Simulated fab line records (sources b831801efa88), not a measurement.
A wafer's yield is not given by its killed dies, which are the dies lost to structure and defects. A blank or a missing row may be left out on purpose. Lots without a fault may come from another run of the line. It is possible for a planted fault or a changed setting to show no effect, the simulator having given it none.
What tool caused it? / flow gf180mcu / Sampling: 14 lots, 42 wafers, 5 of 602 route steps

== WHAT THE GAUGES READ, wafer by wafer ==
GF_STI_THK_MEAS_04.
lot=L386; measured=day 1 13:34; on=film-metro-01; STI_CVD_03_THK (nm)=208.3 209.1 209.2
lot=L387; measured=day 1 19:04; on=film-metro-02; STI_CVD_03_THK (nm)=203.6 205.4 205.8
lot=L389; measured=day 2 05:55; on=film-metro-02; STI_CVD_03_THK (nm)=209.3 211.8 210.6
lot=L392; measured=day 2 19:35; on=film-metro-01; STI_CVD_03_THK (nm)=208.4 209.7 208.5
lot=L394; measured=day 3 05:45; on=film-metro-01; STI_CVD_03_THK (nm)=206.9 208.0 207.4
lot=L395; measured=day 3 10:38; on=film-metro-02; STI_CVD_03_THK (nm)=211.7 210.6 212.0
lot=L396; measured=day 3 15:35; on=film-metro-04; STI_CVD_03_THK (nm)=208.0 209.1 209.5
lot=L398; measured=day 4 01:34; on=film-metro-02; STI_CVD_03_THK (nm)=208.9 211.8 208.4
lot=L401; measured=day 4 16:34; on=film-metro-02; STI_CVD_03_THK (nm)=207.5 205.8 207.0
lot=L405; measured=day 5 13:39; on=film-metro-01; STI_CVD_03_THK (nm)=205.1 205.1 205.6
lot=L406; measured=day 5 17:34; on=film-metro-04; STI_CVD_03_THK (nm)=203.4 203.7 203.9
lot=L407; measured=day 6 00:38; on=film-metro-02; STI_CVD_03_THK (nm)=205.5 206.3 204.9
lot=L408; measured=day 6 05:37; on=film-metro-04; STI_CVD_03_THK (nm)=207.0 208.7 207.3
lot=L409; measured=day 6 10:02; on=film-metro-04; STI_CVD_03_THK (nm)=206.1 206.5 206.8

GF_MVPSD_OVL_MEAS_07.
lot=L386; measured=day 5 00:19; on=overlay-02; MVPSD_OVL (nm)=-1.1 0.4 -0.9
lot=L387; measured=day 5 05:58; on=overlay-02; MVPSD_OVL (nm)=-0.6 -0.8 -0.3
lot=L389; measured=day 5 19:58; on=overlay-01; MVPSD_OVL (nm)=1.8 -0.8 0.9
lot=L392; measured=day 6 10:52; on=overlay-02; MVPSD_OVL (nm)=-0.5 -1.6 -1.5
lot=L394; measured=day 6 22:51; on=overlay-01; MVPSD_OVL (nm)=0.1 -0.1 1.9
lot=L395; measured=day 7 06:13; on=overlay-02; MVPSD_OVL (nm)=-0.4 -1.0 -1.6
lot=L396; measured=day 7 11:46; on=overlay-02; MVPSD_OVL (nm)=0.7 0.0 -0.3
lot=L398; measured=day 7 22:26; on=overlay-01; MVPSD_OVL (nm)=1.7 1.9 1.1
lot=L401; measured=day 8 16:01; on=overlay-02; MVPSD_OVL (nm)=-0.9 0.3 -2.5
lot=L405; measured=day 9 20:44; on=overlay-01; MVPSD_OVL (nm)=0.9 2.5 2.2
lot=L406; measured=day 9 23:11; on=overlay-01; MVPSD_OVL (nm)=0.1 -1.4 0.8
lot=L407; measured=day 10 07:45; on=overlay-01; MVPSD_OVL (nm)=0.3 0.3 1.4
lot=L408; measured=day 10 12:51; on=overlay-01; MVPSD_OVL (nm)=1.6 -1.1 0.3
lot=L409; measured=day 10 18:58; on=overlay-02; MVPSD_OVL (nm)=-2.3 -1.8 -2.8

GF_VT_IMPLANT_OVL_MEAS_07.
lot=L386; measured=day 5 14:38; on=overlay-02; VT_IMPLANT_OVL (nm)=1.9 1.2 0.6
lot=L387; measured=day 5 20:55; on=overlay-02; VT_IMPLANT_OVL (nm)=-0.4 2.9 2.1
lot=L389; measured=day 6 10:31; on=overlay-01; VT_IMPLANT_OVL (nm)=0.1 1.2 1.2
lot=L392; measured=day 7 02:32; on=overlay-02; VT_IMPLANT_OVL (nm)=0.1 -0.2 0.6
lot=L394; measured=day 7 14:32; on=overlay-02; VT_IMPLANT_OVL (nm)=-0.2 -1.6 1.5
lot=L395; measured=day 7 22:43; on=overlay-02; VT_IMPLANT_OVL (nm)=2.4 2.2 -0.7
lot=L396; measured=day 8 04:12; on=overlay-02; VT_IMPLANT_OVL (nm)=2.0 1.4 -0.7
lot=L398; measured=day 8 15:02; on=overlay-02; VT_IMPLANT_OVL (nm)=0.3 1.1 2.2
lot=L401; measured=day 9 08:54; on=overlay-01; VT_IMPLANT_OVL (nm)=1.1 3.3 3.1
lot=L405; measured=day 10 14:51; on=overlay-01; VT_IMPLANT_OVL (nm)=0.2 1.4 0.4
lot=L406; measured=day 10 17:10; on=overlay-01; VT_IMPLANT_OVL (nm)=0.3 -1.3 1.8
lot=L407; measured=day 11 01:59; on=overlay-01; VT_IMPLANT_OVL (nm)=2.5 2.8 3.8
lot=L408; measured=day 11 07:20; on=overlay-01; VT_IMPLANT_OVL (nm)=2.6 1.7 3.8
lot=L409; measured=day 11 14:16; on=overlay-01; VT_IMPLANT_OVL (nm)=1.2 0.5 2.1

GF_VT_IMPLANT_TW_MEAS_43.
lot=L386; measured=day 7 11:04; on=film-metro-03; VT_IMPLANT_4_TW=689 689 695
lot=L387; measured=day 7 18:53; on=film-metro-02; VT_IMPLANT_4_TW=687 688 685
lot=L389; measured=day 8 10:20; on=film-metro-02; VT_IMPLANT_4_TW=687 691 687
lot=L392; measured=day 9 02:44; on=film-metro-01; VT_IMPLANT_4_TW=675 679 675
lot=L394; measured=day 9 16:22; on=film-metro-01; VT_IMPLANT_4_TW=676 674 676
lot=L395; measured=day 10 02:34; on=film-metro-03; VT_IMPLANT_4_TW=691 693 693
lot=L396; measured=day 10 07:59; on=film-metro-01; VT_IMPLANT_4_TW=681 681 680
lot=L398; measured=day 10 20:04; on=film-metro-02; VT_IMPLANT_4_TW=740 735 736 734 735 736
lot=L401; measured=day 11 15:29; on=film-metro-03; VT_IMPLANT_4_TW=740 739 743 738 740 741
lot=L405; measured=day 13 00:03; on=film-metro-01; VT_IMPLANT_4_TW=676 680 676
lot=L406; measured=day 13 03:43; on=film-metro-01; VT_IMPLANT_4_TW=682 676 674
lot=L407; measured=day 13 13:08; on=film-metro-01; VT_IMPLANT_4_TW=678 676 675
lot=L408; measured=day 13 18:10; on=film-metro-02; VT_IMPLANT_4_TW=685 688 688
lot=L409; measured=day 14 01:48; on=film-metro-03; VT_IMPLANT_4_TW=689 689 692

== WHAT TOOL EACH LOT RAN ON (gives the tool, then ch and the chambers of the sampled wafers, and finally the start) ==
lot=L386; GF_VT_IMPLANT_IMPLANT_41=implanter-01 ch 0, day 7 10:50
lot=L387; GF_VT_IMPLANT_IMPLANT_41=implanter-04 ch 0, day 7 18:40
lot=L389; GF_VT_IMPLANT_IMPLANT_41=implanter-01 ch 0, day 8 10:08
lot=L392; GF_VT_IMPLANT_IMPLANT_41=implanter-01 ch 0, day 9 02:31
lot=L394; GF_VT_IMPLANT_IMPLANT_41=implanter-01 ch 0, day 9 16:08
lot=L395; GF_VT_IMPLANT_IMPLANT_41=implanter-03 ch 0, day 10 02:19
lot=L396; GF_VT_IMPLANT_IMPLANT_41=implanter-03 ch 0, day 10 07:46
lot=L398; GF_VT_IMPLANT_IMPLANT_41=implanter-03 ch 0, day 10 19:50
lot=L401; GF_VT_IMPLANT_IMPLANT_41=implanter-03 ch 0, day 11 15:15
lot=L405; GF_VT_IMPLANT_IMPLANT_41=implanter-01 ch 0, day 12 23:50
lot=L406; GF_VT_IMPLANT_IMPLANT_41=implanter-01 ch 0, day 13 03:28
lot=L407; GF_VT_IMPLANT_IMPLANT_41=implanter-01 ch 0, day 13 12:54
lot=L408; GF_VT_IMPLANT_IMPLANT_41=implanter-04 ch 0, day 13 17:56
lot=L409; GF_VT_IMPLANT_IMPLANT_41=implanter-04 ch 0, day 14 01:36
- GF_VT_IMPLANT_IMPLANT_41

== AS READ BY THE TOOLS THEMSELVES (means over the sampled wafers that have a number; for cases with no such wafer, the mark the record gives instead) ==
GF_VT_IMPLANT_IMPLANT_41.
lot=L386 tool=implanter-01 beam-energy-keV=69.964 dose-ions-cm2=1.0131e+12 faraday-current-uA=5.56
lot=L387 tool=implanter-04 beam-energy-keV=69.989 dose-ions-cm2=1.0125e+12 faraday-current-uA=5.78
lot=L389 tool=implanter-01 beam-energy-keV=69.993 dose-ions-cm2=1.0134e+12 faraday-current-uA=5.79
lot=L392 tool=implanter-01 beam-energy-keV=69.982 dose-ions-cm2=1.0139e+12 faraday-current-uA=5.75
lot=L394 tool=implanter-01 beam-energy-keV=69.996 dose-ions-cm2=1.0121e+12 faraday-current-uA=5.70
lot=L395 tool=implanter-03 beam-energy-keV=70.004 dose-ions-cm2=1.0137e+12 faraday-current-uA=5.82
lot=L396 tool=implanter-03 beam-energy-keV=69.975 dose-ions-cm2=1.0120e+12 faraday-current-uA=5.78
lot=L398 tool=implanter-03 beam-energy-keV=89.080 dose-ions-cm2=1.0148e+12 faraday-current-uA=5.63
lot=L401 tool=implanter-03 beam-energy-keV=89.099 dose-ions-cm2=1.0126e+12 faraday-current-uA=5.68
lot=L405 tool=implanter-01 beam-energy-keV=70.022 dose-ions-cm2=1.0126e+12 faraday-current-uA=5.83
lot=L406 tool=implanter-01 beam-energy-keV=70.007 dose-ions-cm2=1.0137e+12 faraday-current-uA=5.73
lot=L407 tool=implanter-01 beam-energy-keV=70.003 dose-ions-cm2=1.0132e+12 faraday-current-uA=5.72
lot=L408 tool=implanter-04 beam-energy-keV=70.012 dose-ions-cm2=1.0127e+12 faraday-current-uA=5.74
lot=L409 tool=implanter-04 beam-energy-keV=69.997 dose-ions-cm2=1.0122e+12 faraday-current-uA=5.78

== THE ANSWER, worked out from the rows above alone ==
Rule: the lots themselves supply what counts as usual. The widest of any qualifying gaps counts: lots, ordered by their means at a reading, are off when they make up no more than a third of the lots, leave a main group of 4 or more, and stand apart from it by 3 or more times the standard deviation of that group's means. A main group whose means are all the same, to the digits that the tables above print for the reading, isn't used. Also off: a lot with no number at a reading for which 4 or more lots have one. The other lots that the step has rows for count as sound. After the gauges, taken in route order, come the tools' own readings; for these a lot's mean is taken, as printed above. The first step at which some lot is off is used, and at that step the reading that is off furthest; a lot without a number counts as furthest.
Off: L398, L401, seen at GF_VT_IMPLANT_TW_MEAS_43 (VT_IMPLANT_4_TW). The main group has a mean of 683 with a standard deviation of 6.3.
A tool fits if, at a process step before that reading, it ran every lot that is off, and no sound lot after the first of them. The gauges at GF_VT_IMPLANT_TW_MEAS_43 aren't tried: what is off there is off at GF_VT_IMPLANT_IMPLANT_41 too, on other tools, and a gauge's error can't cause that. One fits: implanter-03 at GF_VT_IMPLANT_IMPLANT_41. Its last sound lot is L396 (day 10 07:46), its first lot that is off L398 (day 10 19:50): a fault that began between those two fits.
On the lots that are off, the tool's own readings at GF_VT_IMPLANT_IMPLANT_41 differ by more than 5 times the standard deviation of the sound lots' means, which bears it out; beam-energy-keV reads 89.090 there versus 69.995 on the sound lots.

== WHAT WAS PUT IN BY THE SIMULATOR ==
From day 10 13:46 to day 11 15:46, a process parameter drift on implanter-03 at GF_VT_IMPLANT_IMPLANT_41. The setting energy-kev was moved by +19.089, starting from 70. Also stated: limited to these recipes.
Struck lots among those shown: L398, L401. The rule above found the same.
